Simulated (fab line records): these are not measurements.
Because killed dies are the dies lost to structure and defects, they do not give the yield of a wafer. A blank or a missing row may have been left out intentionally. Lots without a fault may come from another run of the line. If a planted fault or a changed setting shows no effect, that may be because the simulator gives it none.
One fault seen from 2 desks -- flow sky130 -- numbers are kept per desk, each desk with only its own; the story behind them comes last

== AT THE METROLOGY DESK ==
Lot by lot, what the gauges showed, no matter which tool ran the lot: averages of those sampled wafers that carry a number. If a lot's mean is further than 4 standard deviations from the usual mean, the lot is out of limits and carries the mark OUT (the distance appears in the brackets).
Columns: A = cd_nm at SKY_LOCAL_INTERCONNECT_CD_MEAS_11, usual 170.1 nm; B = LOCAL_INTERCONNECT_OVL at SKY_LOCAL_INTERCONNECT_OVL_MEAS_12, usual -3 nm
lot,first seen here,A,B
L808,day 30 04:49,168.3,2
L809,day 30 21:55,171.0,-3
L810,day 31 04:25,166.8,-1
L811,day 32 06:04,168.9,-3
L814,day 32 17:10,172.4,-5
L815,day 32 21:37,168.8,-10
L816,day 33 03:08,169.2,-4
L817,day 33 09:58,170.2,-10
L818,day 33 18:37,171.7,2
L819,day 34 05:30,170.2,-5
L821,day 34 18:43,171.5,-2
L826,day 36 01:04,169.9,-1
This desk's verdict: no lot among the 12 shows anything out of limits.

== THE TOOL OWNER'S DESK: furnace-01 ==
The tool's own readings at SKY_POLY_GATE_OXIDATION_20 (stabilise 600 s, purge 300 s, target thk 4 nm): means of the sampled wafers that have a number, for each lot that ran on this tool. If a lot's mean is further than 4 standard deviations from the usual mean, the lot is out of limits and carries the mark OUT (the distance appears in the brackets).
Columns: A = ox_temp_c at SKY_POLY_GATE_OXIDATION_20, usual 850.0 C; B = ox_temp_c_max at SKY_POLY_GATE_OXIDATION_20, usual 854.9; C = spike_tc_top_C at SKY_POLY_GATE_OXIDATION_20, usual 861 C; D = zone_power_top_pct at SKY_POLY_GATE_OXIDATION_20, usual 30.9 %; E = zone_power_upper_pct at SKY_POLY_GATE_OXIDATION_20, usual 15.7 %
lot,first seen here,A,B,C,D,E
L809,day 17 00:38,850.1,854.0,865,28.7,16.6
L811,day 18 10:07,849.9,853.9,864,28.3,16.6
L814,day 18 22:57,850.3,854.3,865,28.3,16.6
L816,day 19 11:16,850.4,854.3,864,28.4,16.5
L818,day 20 04:35,849.7,853.2,865,28.3,16.4
L821,day 21 07:46,850.4,854.6,864,28.5,16.7
L826,day 22 18:31,850.1,853.7,866,28.2,16.6
This desk's verdict: no lot among the 7 shows anything out of limits.

== BROUGHT TOGETHER ==
Metrology desk: nothing out of limits seen.
The tool owner's desk saw nothing out of limits.

== WHAT WAS PUT IN BY THE SIMULATOR ==
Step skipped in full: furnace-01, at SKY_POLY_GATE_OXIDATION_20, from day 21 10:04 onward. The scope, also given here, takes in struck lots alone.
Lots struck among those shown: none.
